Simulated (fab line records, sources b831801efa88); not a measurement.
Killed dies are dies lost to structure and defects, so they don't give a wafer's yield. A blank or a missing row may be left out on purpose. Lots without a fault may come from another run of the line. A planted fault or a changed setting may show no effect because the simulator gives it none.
Which tool did it? | flow sky130 | 11 lots, 33 wafers sampled, at 2 steps of a route of 708

WHAT THE GAUGES READ, wafer by wafer
SKY_FIELD_ISO_THK_MEAS_04.
lot  | measured    | on            | FIELD_ISO_CVD_03_THK (nm)
L501 | day 1 13:29 | film_metro-03 | 165.1 164.7 165.6
L502 | day 1 19:08 | film_metro-02 | 165.9 167.1 164.2
L503 | day 2 00:31 | film_metro-02 | 173.6 173.2 173.1
L517 | day 5 00:13 | film_metro-03 | 162.4 164.4 164.6
L518 | day 5 04:58 | film_metro-02 | 160.8 161.5 161.2
L519 | day 5 07:29 | film_metro-04 | 163.9 161.7 162.4
L520 | day 5 15:07 | film_metro-02 | 165.5 164.7 164.5
L521 | day 5 19:09 | film_metro-04 | 165.5 164.5 165.2
L522 | day 5 23:28 | film_metro-03 | 163.7 163.3 162.9
L523 | day 6 04:46 | film_metro-02 | 164.2 164.4 163.4
L524 | day 6 11:22 | film_metro-03 | 163.9 164.4 163.2

WHICH TOOL RAN EACH LOT (tool, then ch and the chambers of the sampled wafers, then the start)
lot  | SKY_FIELD_ISO_CVD_03
L501 | lpcvd-02 ch 0, day 1 11:41
L502 | lpcvd-02 ch 0, day 1 17:20
L503 | lpcvd-02 ch 1, day 1 22:44
L517 | lpcvd-02 ch 0, day 4 21:32
L518 | lpcvd-02 ch 0, day 5 02:15
L519 | lpcvd-02 ch 1, day 5 05:41
L520 | lpcvd-02 ch 1, day 5 13:19
L521 | lpcvd-02 ch 0, day 5 17:22
L522 | lpcvd-02 ch 1, day 5 21:41
L523 | lpcvd-02 ch 0, day 6 02:58
L524 | lpcvd-02 ch 1, day 6 09:34
- SKY_FIELD_ISO_CVD_03: deposits Si3N4 from DCS/NH3, target thk 165 nm, time 2830 s.

THE ANSWER, worked out from the rows above alone
Rule: what is usual is taken from the lots themselves. Put in order of their means at a reading, lots are off if they are a third of the lots or fewer, leave a main group of 4 or more, and stand apart from it by a gap of 3 or more times the standard deviation of the main group's means; of several such gaps the widest counts. A main group whose means are all the same, to the digits that the tables above print for the reading, isn't used. A lot without any number at a reading at which 4 lots or more have one is off too. The other lots that the step has rows for count as sound.
Off: L503, at SKY_FIELD_ISO_THK_MEAS_04 (FIELD_ISO_CVD_03_THK). The main group: mean 164.0 nm, standard deviation 1.3.
A tool fits if, at a process step before that reading, it ran every lot that is off, and no sound lot after the first of them. The gauges at SKY_FIELD_ISO_THK_MEAS_04 are tried like those tools. None of those tried fits.

WHAT THE SIMULATOR HAD PUT IN
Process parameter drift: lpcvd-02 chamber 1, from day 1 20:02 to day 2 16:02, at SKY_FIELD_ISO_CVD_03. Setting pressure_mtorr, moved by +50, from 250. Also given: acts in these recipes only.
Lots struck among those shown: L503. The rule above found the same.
